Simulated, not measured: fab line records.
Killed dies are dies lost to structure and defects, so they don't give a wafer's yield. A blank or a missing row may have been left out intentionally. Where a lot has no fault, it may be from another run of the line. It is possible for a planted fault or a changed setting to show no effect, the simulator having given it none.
The same fault as seen by 2 desks + flow gf180mcu + numbers are kept per desk, each desk with only its own; the story behind them comes last

FROM THE METROLOGY DESK
What the gauges read, lot by lot, whatever tool the lot ran on: means of the sampled wafers that have a number. Any lot whose mean is over 4 standard deviations away from the usual mean is out of limits and marked OUT; that distance is given in the brackets.
Columns: A = M2_ALCU_RS at GF_M2_RS_MEAS_05, usual 0.0698 ohm/sq; B = V2_CVD_00_THK at GF_V2_THK_MEAS_01, usual 599 nm
| lot  | first seen here | A      | B   |
|------|-----------------|--------|-----|
| L261 | day 18 04:17    | 0.0690 | 598 |
| L262 | day 18 12:59    | 0.0691 | 603 |
| L263 | day 18 23:23    | 0.0704 | 588 |
| L266 | day 20 18:14    | 0.0695 | 599 |
| L268 | day 21 02:19    | 0.0699 | 601 |
| L269 | day 21 19:08    | 0.0695 | 603 |
| L270 | day 22 01:00    | 0.0707 | 600 |
| L271 | day 22 05:08    | 0.0710 | 596 |
| L272 | day 22 12:46    | 0.0701 | 604 |
| L274 | day 23 08:34    | 0.0689 | 594 |
| L275 | day 23 11:53    | 0.0697 | 597 |
| L279 | day 24 18:13    | 0.0693 | 594 |
| L281 | day 25 10:16    | 0.0699 | 610 |
| L283 | day 25 21:20    | 0.0698 | 602 |
Result from this desk: across the 14 lots, nothing is out of limits.

AT THE TOOL OWNER'S DESK: lithoTrack-04
The tool's own readings at GF_V2_PEB_12 (peb time 90 s): means of the sampled wafers that have a number, for each lot that ran on this tool. Any lot whose mean is over 4 standard deviations away from the usual mean is out of limits and marked OUT; that distance is given in the brackets.
Columns: A = chillPlateTempC at GF_V2_PEB_12, usual 22.98 C; B = exhaustPa at GF_V2_PEB_12, usual 45.0 Pa
| lot  | first seen here | A     | B    |
|------|-----------------|-------|------|
| L261 | day 20 05:21    | 23.03 | 44.9 |
| L268 | day 23 01:48    | 22.90 | 45.2 |
| L269 | day 23 18:17    | 23.02 | 44.4 |
| L270 | day 24 00:11    | 22.78 | 45.4 |
Result from this desk: across the 4 lots, nothing is out of limits.

ALL TOGETHER
The metrology desk saw nothing out of limits.
The desk of the tool owner found nothing out of limits.

WHAT THE SIMULATOR HAD INSERTED
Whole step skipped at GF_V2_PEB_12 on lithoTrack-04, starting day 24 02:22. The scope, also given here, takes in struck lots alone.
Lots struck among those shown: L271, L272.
